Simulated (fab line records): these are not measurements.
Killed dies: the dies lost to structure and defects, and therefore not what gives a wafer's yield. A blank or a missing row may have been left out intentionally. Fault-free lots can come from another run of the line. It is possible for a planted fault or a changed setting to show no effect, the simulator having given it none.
A single fault, viewed from 2 desks :: flow gf180mcu :: every desk sees just its own numbers, and what lay behind them comes last

== FROM THE METROLOGY DESK ==
Means of the sampled wafers that have a number, per lot and without regard to the tool the lot ran on: this is what the gauges read. Marked OUT: a lot whose mean sits more than 4 standard deviations from the usual mean, which makes it out of limits; the brackets give that distance.
Columns: A = V5_CVD_00_THK at GF_V5_THK_MEAS_01, usual 299.4 nm
lot: L643
first seen here: day 26 09:08
A: 297.4

lot: L644
first seen here: day 26 17:51
A: 298.2

lot: L646
first seen here: day 27 13:55
A: 298.9

lot: L647
first seen here: day 27 23:37
A: 301.3

lot: L649
first seen here: day 28 12:44
A: 301.1

lot: L650
first seen here: day 28 18:08
A: 298.1

lot: L651
first seen here: day 28 19:43
A: 300.2

lot: L654
first seen here: day 29 18:52
A: 297.1

lot: L655
first seen here: day 30 07:23
A: 302.0

lot: L656
first seen here: day 30 12:09
A: 298.1

lot: L657
first seen here: day 30 19:19
A: 296.7

lot: L663
first seen here: day 32 12:40
A: 295.5

lot: L665
first seen here: day 33 02:21
A: 303.9
Finding of this desk: none of the 13 lots has anything out of limits.

== TOOL OWNER'S DESK, pvd sputter-04 ==
At GF_M3_SPUTTER_01 (material TiN, target thk 30 nm, time 25 s) the tool's own readings: per lot run on this tool, the mean of the sampled wafers that have a number. Marked OUT: a lot whose mean sits more than 4 standard deviations from the usual mean, which makes it out of limits; the brackets give that distance.
Columns: A = throttle valve pct at GF_M3_SPUTTER_01, usual 31.1 %
lot: L643
first seen here: day 20 08:17
A: 30.4

lot: L650
first seen here: day 23 04:13
A: 30.8

lot: L651
first seen here: day 23 08:05
A: 30.3

lot: L654
first seen here: day 24 08:29
A: 30.9

lot: L656
first seen here: day 25 05:11
A: 30.0

lot: L663
first seen here: day 27 13:43
A: 30.3

lot: L665
first seen here: day 28 04:51
A: 30.5
Finding of this desk: none of the 7 lots has anything out of limits.

== BROUGHT TOGETHER ==
From the metrology desk's view, nothing was out of limits.
The tool owner's desk saw nothing out of limits.

== WHAT HAD BEEN PUT IN BY THE SIMULATOR ==
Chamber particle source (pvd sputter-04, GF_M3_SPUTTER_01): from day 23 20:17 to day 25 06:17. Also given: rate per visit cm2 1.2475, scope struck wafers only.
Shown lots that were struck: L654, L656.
